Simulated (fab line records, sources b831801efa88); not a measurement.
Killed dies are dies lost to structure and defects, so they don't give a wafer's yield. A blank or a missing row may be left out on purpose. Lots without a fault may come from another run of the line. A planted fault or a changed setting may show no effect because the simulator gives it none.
Which tool did it? | flow sky130 | 7 lots, 21 wafers sampled, at 2 steps of a route of 708

WHAT THE GAUGES READ, wafer by wafer
SKY_SONOS_ONO_THK_MEAS_01.
lot  | measured     | on            | SONOS_ONO_OXIDATION_THK (nm)
L737 | day 11 21:50 | film_metro-04 | 2.68 2.65 2.58
L741 | day 13 06:51 | film_metro-04 | 2.73 2.61 2.72
L743 | day 13 20:33 | film_metro-02 | 2.60 2.68 2.74
L745 | day 14 11:43 | film_metro-04 | 2.50 2.61 2.56
L750 | day 16 06:56 | film_metro-04 | 3.47 3.41 3.40
L752 | day 16 23:45 | film_metro-04 | 2.64 2.63 2.62
L754 | day 17 10:40 | film_metro-01 | 2.65 2.61 2.58

WHICH TOOL RAN EACH LOT (tool, then ch and the chambers of the sampled wafers, then the start)
lot  | SKY_SONOS_ONO_OXIDATION_00
L737 | furnace-01 ch 0, day 11 20:29
L741 | furnace-02 ch 0, day 13 05:29
L743 | furnace-01 ch 0, day 13 19:11
L745 | furnace-02 ch 0, day 14 10:21
L750 | furnace-01 ch 0, day 16 05:35
L752 | furnace-02 ch 0, day 16 22:25
L754 | furnace-02 ch 0, day 17 09:17
- SKY_SONOS_ONO_OXIDATION_00: stabilise 600 s, purge 300 s, target thk 2.6 nm.

THE ANSWER, worked out from the rows above alone
Rule: what is usual is taken from the lots themselves. Put in order of their means at a reading, lots are off if they are a third of the lots or fewer, leave a main group of 4 or more, and stand apart from it by a gap of 3 or more times the standard deviation of the main group's means; of several such gaps the widest counts. A main group whose means are all the same, to the digits that the tables above print for the reading, isn't used. A lot without any number at a reading at which 4 lots or more have one is off too. The other lots that the step has rows for count as sound.
Off: L750, at SKY_SONOS_ONO_THK_MEAS_01 (SONOS_ONO_OXIDATION_THK). The main group: mean 2.63 nm, standard deviation 0.042.
A tool fits if, at a process step before that reading, it ran every lot that is off, and no sound lot after the first of them. The gauges at SKY_SONOS_ONO_THK_MEAS_01 are tried like those tools. One fits: furnace-01 at SKY_SONOS_ONO_OXIDATION_00. Its last sound lot is L743 (day 13 19:11), its first lot that is off L750 (day 16 05:35): a fault that began between those two fits.

WHAT THE SIMULATOR HAD PUT IN
Process parameter drift: furnace-01, from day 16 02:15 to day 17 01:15, at SKY_SONOS_ONO_OXIDATION_00. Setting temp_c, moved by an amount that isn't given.
Lots struck among those shown: L750. The rule above found the same.
